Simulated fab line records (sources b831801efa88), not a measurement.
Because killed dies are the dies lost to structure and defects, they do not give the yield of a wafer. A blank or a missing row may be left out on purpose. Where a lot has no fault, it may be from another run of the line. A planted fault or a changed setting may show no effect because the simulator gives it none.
Matching of chambers    flow sfqLine    4 sister chambers for SFQ_TRILAYER_I3_VIA_ETCH_VIA_ETCH_088 on rieDiel-03
The step etches SiO2 in CHF3, stops on Nb, target depth 260 nm. 19 wafers are shown with their chamber, then 9 later ones without.

## EACH WAFER AND ITS CHAMBER
wafer   chamber  drypumpMotorCurrentA (A)  oesProductAu (a.u.)  rfFwdPowerW (W)
L646.1  3        5.2                       0.847                497.4
L646.4  1        6.7                       0.852                498.5
L646.6  1        6.7                       0.848                496.8
L649.3  2        5.7                       0.850                497.5
L649.5  1        6.7                       0.855                498.1
L649.6  2        5.7                       0.852                496.4
L650.1  1        6.7                       0.856                498.2
L650.2  2        5.7                       0.855                499.1
L650.5  0        5.3                       0.851                499.1
L651.1  1        6.8                       0.859                496.0
L651.2  3        5.2                       0.845                497.9
L651.6  0        5.3                       0.846                498.2
L652.1  0        5.3                       0.856                498.3
L652.6  1        6.7                       0.849                497.4
L653.1  3        5.2                       0.850                498.5
L653.5  1        6.8                       0.849                499.2
L660.3  1        6.7                       0.857                498.0
L660.4  2        5.7                       0.858                497.5
L660.6  2        5.7                       0.855                497.6

SIGNATURES, as means of the wafers listed above
reading               chamber 0  chamber 1  chamber 2  chamber 3  scatter within a chamber
drypumpMotorCurrentA  5.300      6.725      5.700      5.200      0.0316
oesProductAu          0.85100    0.85313    0.85400    0.84733    0.00386
rfFwdPowerW           498.533    497.775    497.620    497.933    0.892
Rule: for each reading, subtract the chamber's mean from the wafer's reading, divide by that reading's scatter and square the result; add these up over the readings and take the root, which gives the wafer's distance from the chamber. The wafer belongs to the nearest chamber; if the next one is less than 2 further off, it can't be placed. The scatter: take each reading less its chamber's mean, square it, sum over the shown wafers, divide by the number of wafers less the number of chambers, and take the root.

## WAFERS WITH NO CHAMBER GIVEN
wafer   drypumpMotorCurrentA (A)  oesProductAu (a.u.)  rfFwdPowerW (W)
L663.1  5.3                       0.866                496.9
L663.2  5.2                       0.855                499.3
L663.5  5.3                       0.863                500.9
L665.1  6.7                       0.855                496.9
L665.4  5.2                       0.858                497.1
L665.6  5.7                       0.863                497.1
L667.3  6.7                       0.861                498.3
L667.4  5.7                       0.856                495.3
L667.5  5.3                       0.846                500.0

## EACH ONE'S CHAMBER
wafer   from the rows above      in truth
L663.1  can't be placed: 0 or 3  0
L663.2  can't be placed: 3 or 0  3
L663.5  0                        0
L665.1  1                        1
L665.4  can't be placed: 3 or 0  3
L665.6  2                        2
L667.3  1                        1
L667.4  2                        2
L667.5  can't be placed: 0 or 3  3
Correct placement for 5 of the 9. These rows do not allow placing 4 (true chamber among the candidates in 4). Placed wrongly: 0.
